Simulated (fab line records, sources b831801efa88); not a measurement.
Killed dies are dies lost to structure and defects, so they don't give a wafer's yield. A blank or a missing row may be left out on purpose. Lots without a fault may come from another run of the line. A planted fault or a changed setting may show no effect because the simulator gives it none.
Tool commonality check | flow sky130 | 13 lots, 39 wafers sampled

WHY IT WAS OPENED
At SKY_VT_ADJUST_NCORE_TW_MEAS_11 the reading VT_ADJUST_NCORE_TW is flagged on 2 of 13 lots. Wafers without a fault read 219.4, standard deviation 1.3.
Rule: a lot is flagged when every wafer of it that has a number lies more than 4 standard deviations from that mean, or none has a number. The other lots count as sound.

lot  | measured     | on            | VT_ADJUST_NCORE_TW, wafer by wafer | flag
L384 | day 8 04:41  | film_metro-04 | 218.9 218.4 219.1                  |
L386 | day 9 03:12  | film_metro-01 | 220.6 220.5 219.7                  |
L387 | day 9 08:00  | film_metro-03 | 218.3 219.2 220.2                  |
L388 | day 9 15:15  | film_metro-03 | 219.6 218.2 219.3                  |
L390 | day 10 15:23 | film_metro-04 | 219.5 218.4 218.8                  |
L391 | day 10 16:20 | film_metro-01 | 220.7 221.8 221.6                  |
L392 | day 10 22:59 | film_metro-01 | 219.9 220.8 221.7                  |
L393 | day 11 07:43 | film_metro-03 | 217.9 219.6 218.9                  |
L395 | day 11 17:59 | film_metro-01 | 219.9 220.0 220.4                  |
L394 | day 11 18:18 | film_metro-01 | 220.3 219.7 219.4                  |
L396 | day 12 03:02 | film_metro-01 | 219.7 221.3 219.7                  |
L402 | day 13 16:50 | film_metro-04 | 234.6 234.0 236.7                  | FLAGGED
L405 | day 15 11:29 | film_metro-03 | 232.8 232.4 232.3                  | FLAGGED
The numbers of the flagged lots are 233.8 on average: +14.4 against the usual, or +11 standard deviations.

WHICH TOOL RAN EACH LOT
The record holds 2 process steps before the reading, out of a route of 708 steps. In each cell: the tool, then ch and the chambers that the sampled wafers went through, then the start.
lot  | flag    | SKY_NWELL_RTA_28                 | SKY_VT_ADJUST_NCORE_IMPLANT_09
L384 |         | rtp_anneal-01 ch 0, day 5 01:37  | implanter-02 ch 0, day 8 04:26
L386 |         | rtp_anneal-02 ch 0, day 5 19:58  | implanter-02 ch 0, day 9 02:57
L387 |         | rtp_anneal-01 ch 0, day 6 00:32  | implanter-02 ch 0, day 9 07:46
L388 |         | rtp_anneal-02 ch 0, day 6 07:38  | implanter-03 ch 0, day 9 15:01
L390 |         | rtp_anneal-01 ch 0, day 7 04:29  | implanter-02 ch 0, day 10 15:08
L391 |         | rtp_anneal-02 ch 0, day 7 04:31  | implanter-03 ch 0, day 10 16:07
L392 |         | rtp_anneal-01 ch 0, day 7 09:37  | implanter-04 ch 0, day 10 22:41
L393 |         | rtp_anneal-01 ch 0, day 7 16:47  | implanter-02 ch 0, day 11 07:29
L395 |         | rtp_anneal-02 ch 0, day 8 00:38  | implanter-03 ch 0, day 11 17:44
L394 |         | rtp_anneal-01 ch 0, day 8 02:02  | implanter-03 ch 0, day 11 18:04
L396 |         | rtp_anneal-02 ch 0, day 8 08:16  | implanter-02 ch 0, day 12 02:47
L402 | FLAGGED | rtp_anneal-02 ch 0, day 9 15:31  | implanter-02 ch 0, day 13 16:35
L405 | FLAGGED | rtp_anneal-01 ch 0, day 11 05:11 | implanter-02 ch 0, day 15 11:14
What these steps do:
- SKY_NWELL_RTA_28: time 30 s.
- SKY_VT_ADJUST_NCORE_IMPLANT_09
- SKY_VT_ADJUST_NCORE_TW_MEAS_11

FLAGGED OVER TOTAL, TOOL BY TOOL (the gauges that took the reading come last)
step                           | tool          | lots run | flagged | share of the flagged lots | sound lots run after its first flagged lot
SKY_NWELL_RTA_28               | rtp_anneal-01 | 7        | 1       | some                      | 0
SKY_NWELL_RTA_28               | rtp_anneal-02 | 6        | 1       | some                      | 0
SKY_VT_ADJUST_NCORE_IMPLANT_09 | implanter-02  | 8        | 2       | all                       | 0
SKY_VT_ADJUST_NCORE_IMPLANT_09 | implanter-03  | 4        | 0       | none                      | -
SKY_VT_ADJUST_NCORE_IMPLANT_09 | implanter-04  | 1        | 0       | none                      | -
SKY_VT_ADJUST_NCORE_TW_MEAS_11 | film_metro-01 | 6        | 0       | none                      | -
SKY_VT_ADJUST_NCORE_TW_MEAS_11 | film_metro-03 | 4        | 1       | some                      | 0
SKY_VT_ADJUST_NCORE_TW_MEAS_11 | film_metro-04 | 3        | 1       | some                      | 0

WHAT THE TABLE ALLOWS
1 row of the table ran every flagged lot: implanter-02 at SKY_VT_ADJUST_NCORE_IMPLANT_09.
- implanter-02 at SKY_VT_ADJUST_NCORE_IMPLANT_09: 2 of its 8 lots flagged. Its last sound lot is L396 (day 12 02:47), its first flagged lot L402 (day 13 16:35): a fault that began between those two fits. Its own readings lie more than 4 standard deviations out on every wafer of the flagged lots: beam_on_s, faraday_current_uA.
One tool is left: implanter-02 at SKY_VT_ADJUST_NCORE_IMPLANT_09.

WHAT THE SIMULATOR HAD PUT IN
Process parameter drift: implanter-02, from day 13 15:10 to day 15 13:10, at SKY_VT_ADJUST_NCORE_IMPLANT_09. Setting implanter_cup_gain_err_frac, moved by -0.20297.
Lots struck among those shown: L402, L405. The rule above found the same.
